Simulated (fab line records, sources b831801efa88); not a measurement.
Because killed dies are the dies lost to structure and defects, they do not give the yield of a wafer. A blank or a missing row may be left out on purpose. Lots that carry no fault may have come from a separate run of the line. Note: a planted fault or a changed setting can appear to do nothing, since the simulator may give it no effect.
Which tool is to blame? / flow gf180mcu / 14 lots (42 wafers sampled), 1 step of a 602-step route

== WHAT EACH GAUGE READ, for each wafer ==
GF_STI_THK_MEAS_04.
lot=L845; measured=day 1 13:34; on=film metro-03; STI_CVD_03_THK (nm)=204.8 205.0 204.7
lot=L846; measured=day 1 19:57; on=film metro-02; STI_CVD_03_THK (nm)=208.2 208.2 208.1
lot=L847; measured=day 1 23:34; on=film metro-03; STI_CVD_03_THK (nm)=206.2 207.7 205.3
lot=L849; measured=day 2 09:41; on=film metro-01; STI_CVD_03_THK (nm)=206.8 209.8 209.0
lot=L850; measured=day 2 15:34; on=film metro-01; STI_CVD_03_THK (nm)=203.8 205.3 204.7
lot=L851; measured=day 2 20:34; on=film metro-01; STI_CVD_03_THK (nm)=207.5 206.9 208.1
lot=L852; measured=day 3 00:54; on=film metro-02; STI_CVD_03_THK (nm)=210.0 210.0 208.5
lot=L861; measured=day 4 21:35; on=film metro-02; STI_CVD_03_THK (nm)=211.2 209.7 210.1
lot=L862; measured=day 5 02:34; on=film metro-01; STI_CVD_03_THK (nm)=200.8 203.3 201.1
lot=L863; measured=day 5 08:32; on=film metro-02; STI_CVD_03_THK (nm)=207.6 207.5 208.5
lot=L864; measured=day 5 14:34; on=film metro-02; STI_CVD_03_THK (nm)=208.2 207.9 208.2
lot=L865; measured=day 5 17:34; on=film metro-02; STI_CVD_03_THK (nm)=207.1 207.3 207.3
lot=L866; measured=day 5 22:35; on=film metro-01; STI_CVD_03_THK (nm)=209.1 208.2 208.7
lot=L868; measured=day 6 08:34; on=film metro-03; STI_CVD_03_THK (nm)=208.7 209.2 209.6

== WHAT TOOL EACH LOT RAN ON (gives the tool, then ch and the chambers of the sampled wafers, and finally the start) ==
Record: no process step prior to these readings.

== AS READ BY THE TOOLS THEMSELVES (means over the sampled wafers that have a number; for cases with no such wafer, the mark the record gives instead) ==
The record holds no such reading with a usual standard deviation.

== THE ANSWER, worked out from the rows above alone ==
Rule: what is usual is taken from the lots themselves. The widest of any qualifying gaps counts: lots, ordered by their means at a reading, are off when they make up no more than a third of the lots, leave a main group of 4 or more, and stand apart from it by 3 or more times the standard deviation of that group's means. The tables above print the reading to a certain number of digits; a main group whose means all agree to those digits is not used. Also off: a lot with no number at a reading for which 4 or more lots have one. Any other lot the step has rows for is counted as sound. The gauges are gone through in route order, then the tools' own readings, and for those a lot's mean is taken as printed above. At the first step where some lot is off, the reading lying furthest off is the one used; lots without a number count as furthest.
None of the lots is off at any reading shown; this tells nothing.

== WHAT THE SIMULATOR HAD INSERTED ==
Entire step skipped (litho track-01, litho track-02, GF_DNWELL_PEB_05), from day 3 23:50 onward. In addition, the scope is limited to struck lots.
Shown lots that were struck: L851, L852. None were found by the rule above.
